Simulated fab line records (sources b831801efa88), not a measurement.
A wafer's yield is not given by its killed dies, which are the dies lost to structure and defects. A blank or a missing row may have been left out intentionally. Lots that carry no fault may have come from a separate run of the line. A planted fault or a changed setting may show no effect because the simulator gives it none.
Which of the tools did it? / flow gf180mcu / Sampling: 7 lots, 21 wafers, 2 of 602 route steps

== WHAT THE GAUGES READ, wafer by wafer ==
GF_DUAL_GATE_THK_MEAS_03.
lot=L414; measured=day 8 07:52; on=film metro-01; DUAL_GATE_OXIDATION_00_THK (nm)=10.53 10.61 10.47
lot=L417; measured=day 9 05:36; on=film metro-04; DUAL_GATE_OXIDATION_00_THK (nm)=11.08 11.16 11.00
lot=L420; measured=day 10 04:06; on=film metro-04; DUAL_GATE_OXIDATION_00_THK (nm)=10.63 10.67 10.82
lot=L422; measured=day 10 18:31; on=film metro-01; DUAL_GATE_OXIDATION_00_THK (nm)=10.48 10.53 10.38
lot=L424; measured=day 11 07:05; on=film metro-01; DUAL_GATE_OXIDATION_00_THK (nm)=11.51 11.63 11.57
lot=L426; measured=day 11 19:35; on=film metro-01; DUAL_GATE_OXIDATION_00_THK (nm)=10.78 10.86 10.64
lot=L434; measured=day 14 03:11; on=film metro-02; DUAL_GATE_OXIDATION_00_THK (nm)=11.17 10.99 10.75

== WHAT TOOL EACH LOT RAN ON (gives the tool, then ch and the chambers of the sampled wafers, and finally the start) ==
lot=L414; GF_VT_IMPLANT_STRIP_42=plasma asher-02 ch 0,1, day 8 05:26
lot=L417; GF_VT_IMPLANT_STRIP_42=plasma asher-03 ch 0,1, day 9 03:05
lot=L420; GF_VT_IMPLANT_STRIP_42=plasma asher-03 ch 0,1, day 10 01:42
lot=L422; GF_VT_IMPLANT_STRIP_42=plasma asher-02 ch 0,1, day 10 15:36
lot=L424; GF_VT_IMPLANT_STRIP_42=plasma asher-03 ch 0,1, day 11 03:16
lot=L426; GF_VT_IMPLANT_STRIP_42=plasma asher-02 ch 0,1, day 11 16:55
lot=L434; GF_VT_IMPLANT_STRIP_42=plasma asher-02 ch 0,1, day 14 00:45
- GF_VT_IMPLANT_STRIP_42: strips in O2/N2.

== THE ANSWER, worked out from the rows above alone ==
Rule: usual is defined by the lots themselves. The widest of any qualifying gaps counts: lots, ordered by their means at a reading, are off when they make up no more than a third of the lots, leave a main group of 4 or more, and stand apart from it by 3 or more times the standard deviation of that group's means. If all means in a main group match to the digits the tables above print for the reading, that group is not used. A lot without any number at a reading at which 4 lots or more have one is off too. Where the step has rows for the other lots, those lots are counted as sound.
Across all readings shown, no lot is off: no conclusion can be drawn from this.

== WHAT THE SIMULATOR HAD PUT IN ==
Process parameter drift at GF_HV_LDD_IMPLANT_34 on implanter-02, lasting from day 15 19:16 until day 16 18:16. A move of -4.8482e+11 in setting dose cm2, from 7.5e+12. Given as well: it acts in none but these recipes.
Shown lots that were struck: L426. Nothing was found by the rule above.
